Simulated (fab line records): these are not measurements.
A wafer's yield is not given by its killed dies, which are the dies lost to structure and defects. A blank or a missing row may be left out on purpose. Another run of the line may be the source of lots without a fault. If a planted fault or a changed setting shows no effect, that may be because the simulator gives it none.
Comparing a struck lot with a sound one | flow sky130 | 18 out of 708 route steps
Sound: these wafers, L816.2, L816.3, L816.6. The struck wafers were L822.1, L822.2, L822.6. The cause is named last.
Per side, at each step with rows, come the tool, then ch with its chambers, and then its first start. Under that, the readings that differ: sound wafers | struck wafers | difference of the means | sigmas: that difference in standard deviations of wafers without a fault.
alike: readings with means less than 2 such deviations apart, plus words and numbers identical on both sides. not compared: withheld readings, readings lacking a value on some wafer, bounds such as >300 that could conceal the same value, and numbers that have no deviation in the record and whose values overlap.
A row with sigmas, a row that says differs or no value, or rows on one side alone: a step with any of these is where the two part. Numbers that don't overlap but have no deviation are shown without sigmas and don't part them. Lack of a reading on every wafer of one side parts them only where that side has two or more wafers.

first, 3 steps without rows for these wafers: SKY_VT_ADJUST_HVTR_EXPOSE_04 (exposes mask HVTRM, target cd 380 nm); SKY_VT_ADJUST_HVTR_PEB_05; SKY_VT_ADJUST_HVTR_DEVELOP_06 (develop time 60 s).
SKY_VT_ADJUST_HVTR_CD_MEAS_07 targets a cd of 380 nm.
  sound: cdSem-01 at day 10 23:37; struck: cdSem-02 at day 12 02:57
  alike: cdNm
SKY_VT_ADJUST_HVTR_OVL_MEAS_08:
  sound: overlay-01 at day 10 23:44; struck: overlay-02 at day 12 03:04
  alike: VT_ADJUST_HVTR_OVL
then, 1 step without rows for these wafers: SKY_VT_ADJUST_HVTR_IMPLANT_09.
SKY_VT_ADJUST_HVTR_STRIP_10: strips in O2/N2.
  sound on plasmaAsher-04 ch 1, day 10 23:55; struck on plasmaAsher-04 ch 0,1, day 12 03:15
  alike: drypumpMotorCurrentA, oesProductAu, stripTimeToEndpointS
  not compared: rfHoursCounterH
SKY_VT_ADJUST_HVTR_TW_MEAS_11:
  sound: filmMetro-01 at day 11 00:01; struck: filmMetro-01 at day 12 03:21
  alike: VT_ADJUST_HVTR_TW
then, 4 steps without rows for these wafers: SKY_VT_ADJUST_PCH_DEHYDRATE_00 (time 60 s); SKY_VT_ADJUST_PCH_HMDS_01 (prime time 60 s); SKY_VT_ADJUST_PCH_COAT_02 (resist thk 3000 nm); SKY_VT_ADJUST_PCH_SOFTBAKE_03.
SKY_VT_ADJUST_PCH_EXPOSE_04: exposes mask NWM, target cd 840 nm.
  sound on ilineStepper-02 ch 0, day 11 13:11; struck on ilineStepper-02 ch 0, day 12 16:33
reading                             | sound                | struck            | difference | sigmas
model.VT_ADJUST_PCH.overlayXNm (nm) | 0.6754 0.6754 0.6754 | 134.1 134.1 134.1 | +133.4     | 
  alike: mask, reticleTempC, stageVelMmS
then, 2 steps without rows for these wafers: SKY_VT_ADJUST_PCH_PEB_05; SKY_VT_ADJUST_PCH_DEVELOP_06 (develop time 60 s).
SKY_VT_ADJUST_PCH_OVL_MEAS_07:
  sound: overlay-02 at day 12 01:25; struck: overlay-01 at day 13 05:32
reading                | sound       | struck            | difference | sigmas
VT_ADJUST_PCH_OVL (nm) | 1.0 1.8 2.6 | 133.7 135.1 134.2 | +132.5     | +95
then, 1 step without rows for these wafers: SKY_VT_ADJUST_PCH_IMPLANT_08.
-- record jumps: 35 days separate the struck wafers' starts on either side; left off in module VT_ADJUST_PCH, taken up again in module PAD_OPEN, whose first shown step is the route's number 708 --
SKY_PAD_OPEN_PROBE_99:
  sound: prober-01 at day 47 07:26; struck: prober-01 at day 48 03:16
  alike: killed_at_M0_to_M3, killed_at_M4_up, killedAtContacts, killedAtFrontEnd, killedAtOther, killedDies, killedOpen, killedShort

## WHERE THEY PART
At SKY_VT_ADJUST_PCH_OVL_MEAS_07 and nowhere else, as far as this record goes. Later steps at which nothing parts them and some readings are alike: SKY_PAD_OPEN_PROBE_99.

WHY: whatever the simulator had introduced
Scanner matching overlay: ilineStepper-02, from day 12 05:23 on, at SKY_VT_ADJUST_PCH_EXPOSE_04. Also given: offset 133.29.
